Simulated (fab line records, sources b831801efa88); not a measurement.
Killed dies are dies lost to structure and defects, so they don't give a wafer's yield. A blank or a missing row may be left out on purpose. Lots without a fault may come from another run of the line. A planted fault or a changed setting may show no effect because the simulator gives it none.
fab line records | flow sky130 | part 2 of 2: steps 27 to 34 of 34
record lots=5 wafers=15 last_day=49
route steps=708 shown GATE_OXIDE@201 POLY_GATE@204 RES_PROTECT@206
lots that met no fault: from a run of the same line without faults
start_h: hours from the record's first day to the start of the lot's first wafer shown | wait_h: hours since the lot's step before | " the same as in the row above | L1.1+2: a row that stands for several wafers | - no value, or no start given | * or withheld: withheld | < > ~ a bound
route shown NAME@n: a module of which the file shows steps, and the number in the route of the first | usual: mean/standard deviation of fault-free wafers | same: alike in all rows | chamber/n: place in a boat | sites: the reading at each site | _std_site: their standard deviation | _edge_site: outer sites' mean less inner sites' | radius_mm: how far each site lies from the wafer's centre | mask NAME#n: copy n | behind: the tool/chamber that last shaped the wafer | hold: why the lot was held/for how many hours/how that ended | device: the transistor (n, p or np) that didn't switch | end of line: the same wafers' tests at the end of the route | a step without rows: its recipe alone | killed: dies lost to structure and defects at the first sort, not the wafer's yield | map: a wafer's dies, x killed, . not, _ none there
set.NAME: the setting as run; set.NAME@STEP: as run at that earlier step | model.NAME: the simulator's own value behind a step, which no gauge read
lots at some steps of the route; a table a step, a row a wafer
services: from which hour (start_h, from the record's first day; less than 0 if before it) a tool's chamber was out of use, for how many hours, and why
## steps
# step SKY_POLY_GATE_CD_MEAS_13
# recipe target_cd_nm=150
# usual cd_nm=150.0/1.4
# columns lot.wafer tool chamber start_h wait_h cd_nm
L076.1 cd_sem-02 - 387.75 - 149.2
L076.3 " - " " 151.0
L076.6 " - " " 148.7
L084.2 cd_sem-01 - 471.15 - 150.7
L084.4 " - " " 148.8
L084.6 " - " " 151.4
L085.2 cd_sem-01 - 479.27 - 153.5
L085.3 " - " " 152.0
L085.5 " - " " 151.9
L086.2 cd_sem-01 - 484.72 - 148.8
L086.4 " - " " 147.7
L086.6 " - " " 147.5
L091.1 cd_sem-01 - 522.00 - 151.2
L091.3 " - " " 150.6
L091.5 " - " " 150.1
# step SKY_POLY_GATE_OVL_MEAS_14
# usual POLY_GATE_OVL=-2/4.5
# columns lot.wafer tool chamber start_h wait_h POLY_GATE_OVL[nm]
L076.1 overlay-02 - 387.87 0.1 -4
L076.3 " - " " -1
L076.6 " - " " -10
L084.2 overlay-01 - 471.25 0.1 -10
L084.4 " - " " -7
L084.6 " - " " -3
L085.2 overlay-02 - 479.38 0.1 -9
L085.3 " - " " -3
L085.5 " - " " 0
L086.2 overlay-01 - 484.82 0.1 3
L086.4 " - " " -2
L086.6 " - " " 2
L091.1 overlay-01 - 522.12 0.1 2
L091.3 " - " " -4
L091.5 " - " " -4
# step SKY_POLY_GATE_ETCH_15
# recipe chemistry=N2/H2 target=BARC ion_energy_ev=200 source_w=500 bias_w=100 pressure_mtorr=30 n2_flow_sccm=100 h2_flow_sccm=200 stop_on=SiO2 time_s=118.5 target_depth_a=1100
# usual drypump_motor_current_A=5.7/0.46 oes_product_au=0.717/0.0047 throttle_valve_pct=13.213/0.0097
# same time_s=118.5
# columns lot.wafer tool chamber start_h wait_h drypump_motor_current_A oes_product_au rf_hours_counter_h throttle_valve_pct
L076.1 rie_diel-04 0 387.90 0.0 5.7 0.717 3 13.206
L076.3 " 3 " " 5.9 0.718 79 13.209
L076.6 " 3 " " 5.9 0.716 - 13.208
L084.2 rie_diel-04 0 471.28 0.0 5.7 0.722 5 13.213
L084.4 " 2 " " 6.3 0.716 4 13.224
L084.6 " 2 " " 6.3 0.722 - 13.215
L085.2 rie_diel-03 3 479.41 0.0 4.7 0.718 4 13.232
L085.3 " 1 " " 5.5 0.714 9 13.201
L085.5 " 0 " " 5.7 0.716 - 13.197
L086.2 rie_diel-04 3 484.85 0.0 5.9 0.712 81 13.218
L086.4 " 1 " " 6.3 0.716 15 13.219
L086.6 " 3 " " 5.9 0.718 - 13.216
L091.1 rie_diel-02 3 522.16 0.0 5.7 0.711 67 13.218
L091.3 " 2 " " 5.3 0.720 77 13.227
L091.5 " 0 " " 6.3 0.711 - 13.226
# step SKY_POLY_GATE_ETCH_16
# recipe stop_on=poly-Si chemistry=CH3F/O2 target=Si3N4 source_w=400 bias_w=80 pressure_mtorr=25 ch3f_flow_sccm=40 O2_flow_sccm=30 time_s=147.5 target_depth_a=750
# usual drypump_motor_current_A=5.7/0.47 oes_product_au=0.641/0.0057 throttle_valve_pct=10.535/0.0086
# same time_s=147.5
# columns lot.wafer tool chamber start_h wait_h drypump_motor_current_A oes_product_au rf_hours_counter_h throttle_valve_pct
L076.1 rie_diel-04 0 387.98 0.0 5.7 0.640 3 10.537
L076.3 " 3 " " 5.9 0.635 79 10.533
L076.6 " 3 " " 5.9 0.634 - 10.526
L084.2 rie_diel-04 0 471.37 0.0 5.7 0.640 5 10.543
L084.4 " 2 " " 6.3 0.640 4 10.539
L084.6 " 2 " " 6.3 0.643 - 10.542
L085.2 rie_diel-03 3 479.49 0.0 4.7 0.640 4 10.520
L085.3 " 1 " " 5.5 0.639 9 10.523
L085.5 " 0 " " 5.7 0.647 - 10.541
L086.2 rie_diel-04 3 484.93 0.0 5.9 0.640 81 10.524
L086.4 " 1 " " 6.3 0.644 15 10.541
L086.6 " 3 " " 5.9 0.640 - 10.553
L091.1 rie_diel-02 3 522.24 0.0 5.7 0.647 67 10.535
L091.3 " 2 " " 5.3 0.645 77 10.538
L091.5 " 0 " " 6.3 0.651 - 10.526
# step SKY_POLY_GATE_ETCH_17
# recipe target_depth_nm=180 stop_on=SiO2 over_etch_frac=0.56667 chemistry=HBr/Cl2 target=poly-Si icp_w=400 bias_w=100 pressure_mtorr=10 HBr_flow_sccm=150 Cl2_flow_sccm=50 time_s=70.5
# usual drypump_motor_current_A=5.8/0.33 oes_product_au=0.986/0.0093 throttle_valve_pct=33.685/0.0097
# same time_s=70.5
# columns lot.wafer tool chamber start_h wait_h drypump_motor_current_A oes_product_au rf_hours_counter_h throttle_valve_pct
L076.1 rie_si-01 2 388.08 0.0 6.2 0.973 46 33.682
L076.3 " 3 " " 6.0 0.976 32 33.678
L076.6 " 2 " " 6.2 0.980 - 33.698
L084.2 rie_si-01 1 471.46 0.0 5.7 0.983 7 33.694
L084.4 " 3 " " 6.0 0.970 33 33.695
L084.6 " 1 " " 5.7 0.991 - 33.696
L085.2 rie_si-02 2 479.59 0.0 5.8 0.980 2 33.667
L085.3 " 3 " " 5.8 0.996 1 33.699
L085.5 " 2 " " 5.8 0.985 - 33.700
L086.2 rie_si-01 2 485.03 0.0 6.2 0.982 47 33.679
L086.4 " 0 " " 5.6 1.000 1 33.669
L086.6 " 0 " " 5.6 0.990 - 33.679
L091.1 rie_si-02 0 522.34 0.0 6.1 0.976 1 33.689
L091.3 " 1 " " 5.2 0.996 24 33.686
L091.5 " 2 " " 5.8 0.990 - 33.685
# step SKY_POLY_GATE_STRIP_18
# recipe chemistry=O2/N2 power_w=1400 pressure_mtorr=1500 platen_temp_c=withheld o2_flow_sccm=3000 n2_flow_sccm=300 overash_fraction=0.5
# usual drypump_motor_current_A=5.83/0.27 oes_product_au=0.361/0.0053 strip_time_to_endpoint_s=3.17/0.054
# columns lot.wafer tool chamber start_h wait_h drypump_motor_current_A oes_product_au rf_hours_counter_h strip_time_to_endpoint_s
L076.1 plasma_asher-04 1 388.14 0.0 5.71 0.366 19 3.19
L076.3 " 1 " " 5.70 0.364 - 3.23
L076.6 " 1 " " 5.68 0.365 - 3.21
L084.2 plasma_asher-04 0 471.52 0.0 6.00 0.357 28 3.19
L084.4 " 0 " " 5.98 0.372 - 3.25
L084.6 " 0 " " 5.98 0.357 - 3.23
L085.2 plasma_asher-04 1 479.65 0.0 5.67 0.363 29 3.22
L085.3 " 0 " " 5.97 0.360 - 3.15
L085.5 " 0 " " 5.97 0.361 - 3.22
L086.2 plasma_asher-02 1 485.09 0.0 5.82 0.362 5 3.16
L086.4 " 0 " " 5.59 0.357 - 3.09
L086.6 " 0 " " 5.58 0.354 - 3.12
L091.1 plasma_asher-04 1 522.39 0.0 5.70 0.353 33 3.18
L091.3 " 0 " " 5.96 0.358 - 3.07
L091.5 " 0 " " 5.99 0.358 - 3.03
# step SKY_POLY_GATE_CLEAN_19
# recipe chemistry=SC1/SC2 mix=1:4:20 temp_c=70 time_s=150 dry=n2_spin
# same time_s=150
# columns lot.wafer tool chamber start_h wait_h
L076.1+3+6 wet_bench-02 1 388.24 0.1
L084.2+4+6 wet_bench-03 3 471.62 0.1
L085.2+3+5 wet_bench-01 3 479.75 0.1
L086.2+4+6 wet_bench-02 0 485.19 0.1
L091.1+3+5 wet_bench-01 2 522.49 0.1
# step SKY_POLY_GATE_OXIDATION_20
# recipe temp_c=850 ambient=O2 stabilise_s=600 purge_s=300 target_thk_a=40 ox_time_s=917.4
# usual spike_tc_bottom_C=867.4/1.1
# columns lot.wafer tool chamber start_h wait_h spike_tc_bottom_C
L076.1 furnace-02 0 392.57 4.2 868.4
L076.3 " 0 " " 869.7
L076.6 " 0 " " 867.2
L084.2 furnace-02 0 471.67 0.0 868.4
L084.4 " 0 " " 867.0
L084.6 " 0 " " 869.1
L085.2 furnace-01 0 479.80 0.0 866.2
L085.3 " 0 " " 867.2
L085.5 " 0 " " 867.9
L086.2 furnace-01 0 485.24 0.0 869.6
L086.4 " 0 " " 865.9
L086.6 " 0 " " 869.0
L091.1 furnace-02 0 522.59 0.0 867.9
L091.3 " 0 " " 866.6
L091.5 " 0 " " 867.2
## services
# columns tool chamber start_h hours kind
plasma_asher-04 - 321.02 0.4 repair
krf_scanner-01 - 332.71 0.8 pm
furnace-01 - 340.25 5.3 pm
wet_bench-04 - 351.58 6.4 repair
plasma_asher-04 - 352.44 2.8 pm
furnace-02 - 356.68 3.7 pm
furnace-01 - 361.28 3.8 pm
krf_scanner-01 - 372.26 1.3 pm
rie_diel-04 0 375.27 2.9 repair
implanter-02 - 378.26 7.4 repair
furnace-01 - 387.21 20.1 pm
iline_stepper-02 - 390.45 1.7 pm
rie_si-01 3 390.48 3.3 repair
furnace-02 - 410.79 2.2 pm
krf_scanner-01 - 424.06 4.4 pm
wet_bench-02 - 425.89 1.9 pm
krf_scanner-01 - 438.44 3.6 pm
krf_scanner-01 - 443.61 1.2 repair
wet_bench-04 - 457.97 1.9 pm
krf_scanner-01 - 468.86 1.0 pm
plasma_asher-03 - 484.67 0.5 repair
furnace-02 - 491.93 1.8 pm
krf_scanner-01 - 501.51 0.8 pm
implanter-02 - 512.27 2.7 repair
